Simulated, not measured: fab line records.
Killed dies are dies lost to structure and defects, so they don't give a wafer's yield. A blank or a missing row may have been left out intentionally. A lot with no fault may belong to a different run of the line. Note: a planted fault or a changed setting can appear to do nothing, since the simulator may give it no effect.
fab line records + flow sky130
[record]
- lots = 11
- wafers = 33
- lastDay = 50
route steps=708 shown FIELD_ISO@18 NWELL@77 RES_PROTECT@214 LDD_N@253
lots untouched by any fault: they come from a run of this same line in which no faults occurred
startH: the number of hours between the record's first day and the start of the first shown wafer of the lot + waitH: time in hours since the lot's previous step + " as in the row above + L1.1+2: one row covering several wafers at once + - no value, or no start was given + * or withheld: withheld + < > ~ a bound
route shown NAME@n: NAME is a module with steps in the file, n the number in the route of the first one + usual: mean/standard deviation of fault-free wafers + same: alike in all rows + chamber/n: place in a boat + sites: each site's reading + _std_site: the standard deviation of these + _edge_site: mean of outer sites minus mean of inner sites + radiusMm: for every site, how far away it sits from the centre of the wafer + mask NAME#n: copy n + behind: the most recent tool/chamber to have shaped the wafer + hold: why the lot was held/for how many hours/how that ended + device: which transistor (n, p or np) failed to switch + end of line: at the end of the route, the tests of the same wafers + for a step that has no rows: nothing shown but its recipe + killed: count of dies lost to structure and defects at first sort (not the wafer's yield) + map: a wafer's dies, x killed, . not, _ none there
set.NAME: the setting that was run; set.NAME@STEP: the one run at that earlier step + model.NAME: the simulator's own value behind a step, which no gauge read
steps of the route over a sample of lots; a table a step, a row a wafer
services: when a tool's chamber went out of use (startH, in hours from the record's first day, below 0 if earlier), for how many hours, and the reason
[[steps]]
[step SKY_FIELD_ISO_ETCH_17]
[recipe]
- targetDepthA = 3420
- maskMaterial = Si3N4
- chemistry = HBr/Cl2/O2
- target = Si
- taperDeg = 5
- icpW = 600
- biasW = 150
- pressureMtorr = 15
- HBr_flow_sccm = 150
- Cl2_flow_sccm = 40
- O2_flow_sccm = 6
- timeS = 97.7
[usual]
- biasW = 150.1/0.47
- drypumpMotorCurrentA = 5.7/0.44
- oesProductAu = 1.001/0.0092
- throttleValvePct = 25.656/0.012
| lot.wafer | tool     | chamber | startH | waitH | biasW | drypumpMotorCurrentA | oesProductAu | rfHoursCounterH | throttleValvePct |
|-----------|----------|---------|--------|-------|-------|----------------------|--------------|-----------------|------------------|
| L142.1    | rieSi-01 | 2       | 29.77  | 0.1   | 150.3 | 5.9                  | 1.012        | 0               | 25.655           |
| L142.2    | "        | 3       | "      | "     | 149.8 | 5.6                  | 1.018        | 3               | 25.636           |
| L142.3    | "        | 1       | "      | "     | 149.9 | 5.6                  | 0.980        | 36              | 25.655           |
| L144.2    | rieSi-01 | 1       | 38.25  | 0.1   | 150.6 | 5.6                  | 0.989        | 36              | 25.675           |
| L144.3    | "        | 2       | "      | "     | 150.5 | 5.9                  | 1.005        | 1               | 25.638           |
| L144.6    | "        | 1       | "      | "     | 149.3 | 5.6                  | 0.982        | -               | 25.677           |
| L145.3    | rieSi-01 | 1       | 44.89  | 0.0   | 150.1 | 5.6                  | 0.990        | 36              | 25.667           |
| L145.4    | "        | 3       | "      | "     | 150.3 | 5.6                  | 0.999        | 3               | 25.644           |
| L145.5    | "        | 0       | "      | "     | 149.7 | 4.9                  | 1.002        | -               | 25.642           |
| L148.1    | rieSi-01 | 3       | 60.37  | 0.1   | 149.7 | 5.7                  | 1.019        | 3               | 25.658           |
| L148.3    | "        | 2       | "      | "     | 150.6 | 5.8                  | 1.018        | 1               | 25.637           |
| L148.6    | "        | 3       | "      | "     | 150.1 | 5.6                  | 1.024        | -               | 25.637           |
| L151.3    | rieSi-02 | 0       | 77.12  | 0.0   | 149.3 | 6.5                  | 0.998        | 4               | 25.678           |
| L151.4    | "        | 2       | "      | "     | 150.3 | 5.4                  | 1.010        | 103             | 25.662           |
| L151.5    | "        | 1       | "      | "     | 150.1 | 5.7                  | 1.004        | -               | 25.665           |
| L153.1    | rieSi-01 | 1       | 95.97  | 0.1   | 150.3 | 5.6                  | 1.001        | 36              | 25.675           |
| L153.5    | "        | 1       | "      | "     | 150.2 | 5.6                  | 0.991        | -               | 25.656           |
| L153.6    | "        | 0       | "      | "     | 150.3 | 4.9                  | 0.995        | -               | 25.659           |
| L154.1    | rieSi-02 | 0       | 96.19  | 0.1   | 150.1 | 6.5                  | 0.999        | 4               | 25.660           |
| L154.2    | "        | 1       | "      | "     | 149.8 | 5.7                  | 1.005        | 27              | 25.656           |
| L154.6    | "        | 1       | "      | "     | 150.1 | 5.7                  | 0.995        | -               | 25.659           |
| L155.2    | rieSi-01 | 3       | 99.74  | 0.1   | 150.6 | 5.6                  | 1.004        | 4               | 25.649           |
| L155.3    | "        | 0       | "      | "     | 150.6 | 4.9                  | 1.003        | 32              | 25.652           |
| L155.6    | "        | 3       | "      | "     | 150.7 | 5.6                  | 1.009        | -               | 25.644           |
| L159.1    | rieSi-01 | 2       | 117.17 | 0.1   | 149.6 | 5.8                  | 1.008        | 1               | 25.650           |
| L159.3    | "        | 1       | "      | "     | 149.7 | 5.6                  | 0.991        | 37              | 25.678           |
| L159.5    | "        | 2       | "      | "     | 150.4 | 5.9                  | 1.010        | -               | 25.639           |
| L160.1    | rieSi-01 | 2       | 124.25 | 0.1   | 150.4 | 5.8                  | 1.006        | 1               | 25.661           |
| L160.3    | "        | 0       | "      | "     | 150.1 | 4.9                  | 0.999        | 32              | 25.657           |
| L160.6    | "        | 1       | "      | "     | 149.8 | 5.7                  | 0.984        | -               | 25.673           |
| L165.1    | rieSi-01 | 0       | 149.99 | 0.1   | 149.9 | 4.9                  | 0.984        | 33              | 25.662           |
| L165.2    | "        | 3       | "      | "     | 150.0 | 5.6                  | 0.999        | 4               | 25.648           |
| L165.3    | "        | 2       | "      | "     | 149.8 | 5.8                  | 0.995        | 2               | 25.656           |
[step SKY_NWELL_IMPLANT_24]
[recipe]
- species = B
- energyKev = 140
- doseCm2 = 9.2e+12
- tiltDeg = withheld
[usual]
- beamOnS = 9.99/0.22
| lot.wafer | tool         | chamber | startH | waitH | beamOnS |
|-----------|--------------|---------|--------|-------|---------|
| L142.1    | implanter-03 | 0       | 100.77 | 0.0   | 10.35   |
| L142.2    | "            | 0       | "      | "     | 9.93    |
| L142.3    | "            | 0       | "      | "     | 9.49    |
| L144.2    | implanter-04 | 0       | 112.32 | 0.0   | 9.83    |
| L144.3    | "            | 0       | "      | "     | 9.81    |
| L144.6    | "            | 0       | "      | "     | 10.06   |
| L145.3    | implanter-01 | 0       | 143.75 | 0.1   | 10.26   |
| L145.4    | "            | 0       | "      | "     | 9.82    |
| L145.5    | "            | 0       | "      | "     | 10.08   |
| L148.1    | implanter-04 | 0       | 154.85 | 0.0   | 9.52    |
| L148.3    | "            | 0       | "      | "     | 10.13   |
| L148.6    | "            | 0       | "      | "     | 10.13   |
| L151.3    | implanter-01 | 0       | 163.96 | 0.1   | 10.05   |
| L151.4    | "            | 0       | "      | "     | 9.98    |
| L151.5    | "            | 0       | "      | "     | 9.41    |
| L154.1    | implanter-01 | 0       | 179.45 | 0.0   | 9.91    |
| L154.2    | "            | 0       | "      | "     | 9.95    |
| L154.6    | "            | 0       | "      | "     | 10.00   |
| L153.1    | implanter-04 | 0       | 179.77 | 0.0   | 9.94    |
| L153.5    | "            | 0       | "      | "     | 10.04   |
| L153.6    | "            | 0       | "      | "     | 10.04   |
| L155.2    | implanter-01 | 0       | 184.72 | 0.0   | 10.50   |
| L155.3    | "            | 0       | "      | "     | 9.92    |
| L155.6    | "            | 0       | "      | "     | 10.26   |
| L159.1    | implanter-04 | 0       | 205.30 | 0.0   | 9.90    |
| L159.3    | "            | 0       | "      | "     | 10.01   |
| L159.5    | "            | 0       | "      | "     | 10.15   |
| L160.1    | implanter-04 | 0       | 212.32 | 0.0   | 10.09   |
| L160.3    | "            | 0       | "      | "     | 10.18   |
| L160.6    | "            | 0       | "      | "     | 10.02   |
| L165.1    | implanter-01 | 0       | 242.52 | 0.0   | 9.51    |
| L165.2    | "            | 0       | "      | "     | 9.86    |
| L165.3    | "            | 0       | "      | "     | 9.87    |
[step SKY_NWELL_TW_MEAS_26]
[usual]
- NWELL_2_TW = 500/3.2
| lot.wafer | tool         | chamber | startH | waitH | NWELL_2_TW |
|-----------|--------------|---------|--------|-------|------------|
| L142.1    | filmMetro-04 | -       | 101.02 | 0.1   | 499        |
| L142.2    | "            | -       | "      | "     | 501        |
| L142.3    | "            | -       | "      | "     | 499        |
| L144.2    | filmMetro-02 | -       | 112.56 | 0.1   | 495        |
| L144.3    | "            | -       | "      | "     | 493        |
| L144.6    | "            | -       | "      | "     | 496        |
| L145.3    | filmMetro-02 | -       | 143.97 | 0.1   | 497        |
| L145.4    | "            | -       | "      | "     | 499        |
| L145.5    | "            | -       | "      | "     | 495        |
| L148.1    | filmMetro-02 | -       | 155.10 | 0.1   | 504        |
| L148.3    | "            | -       | "      | "     | 504        |
| L148.6    | "            | -       | "      | "     | 505        |
| L151.3    | filmMetro-02 | -       | 164.18 | 0.1   | 505        |
| L151.4    | "            | -       | "      | "     | 501        |
| L151.5    | "            | -       | "      | "     | 509        |
| L154.1    | filmMetro-04 | -       | 179.70 | 0.1   | 488        |
| L154.2    | "            | -       | "      | "     | 487        |
| L154.6    | "            | -       | "      | "     | 485        |
| L153.1    | filmMetro-02 | -       | 180.02 | 0.1   | 501        |
| L153.5    | "            | -       | "      | "     | 500        |
| L153.6    | "            | -       | "      | "     | 502        |
| L155.2    | filmMetro-03 | -       | 184.96 | 0.1   | 491        |
| L155.3    | "            | -       | "      | "     | 490        |
| L155.6    | "            | -       | "      | "     | 488        |
| L159.1    | filmMetro-02 | -       | 205.55 | 0.1   | 501        |
| L159.3    | "            | -       | "      | "     | 505        |
| L159.5    | "            | -       | "      | "     | 504        |
| L160.1    | filmMetro-04 | -       | 212.57 | 0.1   | 500        |
| L160.3    | "            | -       | "      | "     | 498        |
| L160.6    | "            | -       | "      | "     | 500        |
| L165.1    | filmMetro-02 | -       | 242.77 | 0.1   | 502        |
| L165.2    | "            | -       | "      | "     | 500        |
| L165.3    | "            | -       | "      | "     | 499        |
[step SKY_RES_PROTECT_STRIP_07]
[recipe]
- chemistry = O2/N2
- powerW = 1400
- pressureMtorr = 1500
- platenTempC = withheld
- o2FlowSccm = 3000
- n2FlowSccm = 300
- overashFraction = 0.5
[usual]
- drypumpMotorCurrentA = 5.8/0.5
- oesProductAu = 0.518/0.0047
- stripTimeToEndpointS = 23.32/0.041
| lot.wafer | tool           | chamber | startH | waitH | drypumpMotorCurrentA | oesProductAu | rfHoursCounterH | stripTimeToEndpointS |
|-----------|----------------|---------|--------|-------|----------------------|--------------|-----------------|----------------------|
| L142.1    | plasmaAsher-02 | 0       | 330.12 | 0.1   | 5.8                  | 0.522        | 52              | 23.31                |
| L142.2    | "              | 1       | "      | "     | 6.4                  | 0.524        | 52              | 23.28                |
| L142.3    | "              | 0       | "      | "     | 5.9                  | 0.514        | -               | 23.27                |
| L144.2    | plasmaAsher-01 | 0       | 347.38 | 0.1   | 6.0                  | 0.517        | 66              | 23.32                |
| L144.3    | "              | 0       | "      | "     | 6.0                  | 0.516        | -               | 23.31                |
| L144.6    | "              | 0       | "      | "     | 6.0                  | 0.515        | -               | 23.32                |
| L145.3    | plasmaAsher-02 | 1       | 388.95 | 0.1   | 6.4                  | 0.519        | -               | 23.31                |
| L145.4    | "              | 0       | "      | "     | 5.8                  | 0.515        | -               | 23.34                |
| L145.5    | "              | 0       | "      | "     | 5.9                  | 0.520        | -               | 23.31                |
| L148.1    | plasmaAsher-02 | 1       | 410.17 | 0.1   | 6.4                  | 0.517        | 60              | 23.33                |
| L148.3    | "              | 0       | "      | "     | 5.9                  | 0.523        | -               | 23.31                |
| L148.6    | "              | 1       | "      | "     | 6.4                  | 0.520        | -               | 23.30                |
| L151.3    | plasmaAsher-01 | 1       | 427.58 | 0.1   | 4.9                  | 0.513        | -               | 23.31                |
| L151.4    | "              | 0       | "      | "     | 6.0                  | 0.524        | -               | 23.34                |
| L151.5    | "              | 0       | "      | "     | 6.0                  | 0.521        | -               | 23.36                |
| L154.1    | plasmaAsher-02 | 1       | 447.52 | 0.1   | 6.4                  | 0.515        | 65              | 23.29                |
| L154.2    | "              | 0       | "      | "     | 5.9                  | 0.513        | 65              | 23.31                |
| L154.6    | "              | 0       | "      | "     | 5.9                  | 0.513        | -               | 23.31                |
| L153.1    | plasmaAsher-01 | 0       | 453.13 | 0.1   | 6.0                  | 0.511        | 75              | 23.40                |
| L153.5    | "              | 0       | "      | "     | 6.0                  | 0.519        | -               | 23.38                |
| L153.6    | "              | 1       | "      | "     | 4.9                  | 0.520        | -               | 23.37                |
| L155.2    | plasmaAsher-01 | 1       | 456.10 | 0.1   | 4.9                  | 0.520        | 75              | 23.30                |
| L155.3    | "              | 1       | "      | "     | 5.0                  | 0.517        | -               | 23.32                |
| L155.6    | "              | 0       | "      | "     | 6.0                  | 0.528        | -               | 23.36                |
| L159.1    | plasmaAsher-04 | 0       | 483.10 | 0.1   | 5.7                  | 0.523        | 4               | 23.28                |
| L159.3    | "              | 0       | "      | "     | 5.7                  | 0.520        | -               | 23.22                |
| L159.5    | "              | 0       | "      | "     | 5.7                  | 0.512        | -               | 23.24                |
| L160.1    | plasmaAsher-01 | 1       | 492.82 | 0.1   | 4.9                  | 0.525        | 79              | 23.31                |
| L160.3    | "              | 0       | "      | "     | 6.0                  | 0.524        | -               | 23.32                |
| L160.6    | "              | 1       | "      | "     | 4.9                  | 0.526        | -               | 23.27                |
| L165.1    | plasmaAsher-02 | 1       | 535.18 | 0.1   | 6.4                  | 0.515        | 74              | 23.32                |
| L165.2    | "              | 0       | "      | "     | 5.8                  | 0.525        | 74              | 23.36                |
| L165.3    | "              | 0       | "      | "     | 5.8                  | 0.524        | -               | 23.31                |
[step SKY_LDD_N_STRIP_16]
[recipe]
- chemistry = O2/N2
- powerW = 1400
- pressureMtorr = 1500
- platenTempC = withheld
- o2FlowSccm = 3000
- n2FlowSccm = 300
- overashFraction = 0.5
[usual]
- drypumpMotorCurrentA = 5.4/0.54
- oesProductAu = 0.407/0.0044
- stripTimeToEndpointS = 4.319/0.014
| lot.wafer | tool           | chamber | startH | waitH | drypumpMotorCurrentA | oesProductAu | rfHoursCounterH | stripTimeToEndpointS |
|-----------|----------------|---------|--------|-------|----------------------|--------------|-----------------|----------------------|
| L142.1    | plasmaAsher-02 | 1       | 391.10 | 0.1   | 6.4                  | 0.401        | 58              | 4.350                |
| L142.2    | "              | 0       | "      | "     | 5.9                  | 0.399        | 58              | 4.342                |
| L142.3    | "              | 0       | "      | "     | 5.8                  | 0.410        | -               | 4.319                |
| L144.2    | plasmaAsher-03 | 1       | 410.35 | 0.1   | 4.9                  | 0.408        | 26              | 4.314                |
| L144.3    | "              | 1       | "      | "     | 4.9                  | 0.402        | -               | 4.312                |
| L144.6    | "              | 0       | "      | "     | 4.9                  | 0.404        | -               | 4.278                |
| L145.3    | plasmaAsher-02 | 0       | 455.73 | 0.1   | 5.9                  | 0.405        | -               | 4.319                |
| L145.4    | "              | 1       | "      | "     | 6.4                  | 0.403        | -               | 4.337                |
| L145.5    | "              | 1       | "      | "     | 6.4                  | 0.412        | -               | 4.351                |
| L148.1    | plasmaAsher-03 | 1       | 477.37 | 0.1   | 4.9                  | 0.409        | 33              | 4.335                |
| L148.3    | "              | 0       | "      | "     | 4.9                  | 0.406        | -               | 4.323                |
| L148.6    | "              | 0       | "      | "     | 4.9                  | 0.399        | -               | 4.301                |
| L151.3    | plasmaAsher-04 | 0       | 496.00 | 0.1   | 5.7                  | 0.411        | -               | 4.324                |
| L151.4    | "              | 1       | "      | "     | 5.2                  | 0.408        | -               | 4.320                |
| L151.5    | "              | 0       | "      | "     | 5.7                  | 0.404        | -               | 4.332                |
| L154.1    | plasmaAsher-04 | 1       | 513.68 | 0.1   | 5.2                  | 0.408        | 7               | 4.327                |
| L154.2    | "              | 0       | "      | "     | 5.7                  | 0.410        | 7               | 4.317                |
| L154.6    | "              | 1       | "      | "     | 5.2                  | 0.409        | -               | 4.329                |
| L153.1    | plasmaAsher-03 | 1       | 518.42 | 0.1   | 4.9                  | 0.404        | 37              | 4.301                |
| L153.5    | "              | 1       | "      | "     | 4.9                  | 0.407        | -               | 4.323                |
| L153.6    | "              | 0       | "      | "     | 4.9                  | 0.403        | -               | 4.327                |
| L155.2    | plasmaAsher-02 | 1       | 522.53 | 0.1   | 6.4                  | 0.404        | 73              | 4.320                |
| L155.3    | "              | 0       | "      | "     | 5.8                  | 0.408        | -               | 4.322                |
| L155.6    | "              | 1       | "      | "     | 6.4                  | 0.408        | -               | 4.337                |
| L159.1    | plasmaAsher-02 | 0       | 548.68 | 0.1   | 5.9                  | 0.407        | 76              | 4.310                |
| L159.3    | "              | 0       | "      | "     | 5.8                  | 0.409        | -               | 4.318                |
| L159.5    | "              | 1       | "      | "     | 6.4                  | 0.408        | -               | 4.337                |
| L160.1    | plasmaAsher-03 | 0       | 557.68 | 0.1   | 4.9                  | 0.409        | 40              | 4.307                |
| L160.3    | "              | 0       | "      | "     | 4.9                  | 0.418        | -               | 4.295                |
| L160.6    | "              | 1       | "      | "     | 4.9                  | 0.399        | -               | 4.293                |
| L165.1    | plasmaAsher-04 | 1       | 600.63 | 0.1   | 5.2                  | 0.409        | 16              | 4.331                |
| L165.2    | "              | 0       | "      | "     | 5.7                  | 0.410        | 16              | 4.305                |
| L165.3    | "              | 0       | "      | "     | 5.7                  | 0.408        | -               | 4.296                |
[[services]]
| tool           | chamber | startH | hours | kind   |
|----------------|---------|--------|-------|--------|
| implanter-04   | -       | 32.84  | 5.1   | pm     |
| implanter-04   | -       | 32.95  | 17.3  | repair |
| implanter-04   | -       | 50.25  | 35.3  | pm     |
| implanter-04   | -       | 81.42  | 1.7   | repair |
| plasmaAsher-01 | -       | 83.09  | 0.7   | repair |
| implanter-01   | -       | 90.51  | 2.9   | pm     |
| plasmaAsher-01 | -       | 93.93  | 0.5   | repair |
| implanter-01   | -       | 104.05 | 3.2   | repair |
| plasmaAsher-02 | -       | 110.28 | 2.8   | pm     |
| implanter-01   | -       | 126.21 | 1.3   | repair |
| plasmaAsher-01 | -       | 163.85 | 1.7   | repair |
| rieSi-01       | 2       | 179.60 | 3.3   | repair |
| plasmaAsher-02 | -       | 184.35 | 0.9   | repair |
| implanter-01   | -       | 201.30 | 1.9   | repair |
| implanter-01   | -       | 218.01 | 3.5   | repair |
| rieSi-01       | 0       | 236.48 | 2.0   | repair |
| implanter-04   | -       | 246.49 | 0.7   | repair |
| plasmaAsher-01 | -       | 265.96 | 2.7   | repair |
| implanter-04   | -       | 341.82 | 0.7   | repair |
| implanter-04   | -       | 351.85 | 7.4   | pm     |
| rieSi-01       | 3       | 378.16 | 6.0   | repair |
| plasmaAsher-02 | -       | 387.77 | 0.6   | repair |
| rieSi-01       | -       | 483.22 | 0.3   | repair |
| rieSi-01       | 1       | 597.31 | 11.9  | repair |
[[key]]
[firstSign]
- step = SKY_NWELL_TW_MEAS_26
- reading = NWELL_2_TW
- direction = down
- sigmas = 3.6
- usual = 500
- struck = 488
effect none on later readings
metAt SKY_NWELL_IMPLANT_24
struckLots L154,L155
testerLeftOut L154,L155
notActingAt SKY_FIELD_ISO_ETCH_17,SKY_RES_PROTECT_STRIP_07,SKY_LDD_N_STRIP_16
onsetBetween 163.96 179.45
[fault]
- kind = processParameterDrift
- tool = implanter-01
- chamber = -
- onsetH = 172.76
- steps = SKY_NWELL_IMPLANT_24
- channel = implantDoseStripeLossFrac
- offset = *
- shape = step
- endH = 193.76
// testerLeftOut: of these lots the tester's yield and bins aren't shown, on N5 and GAA mostly nor the transistor test; their killed dies are dies lost to structure and defects alone, not to doping, threshold or leakage, so they don't give the yield
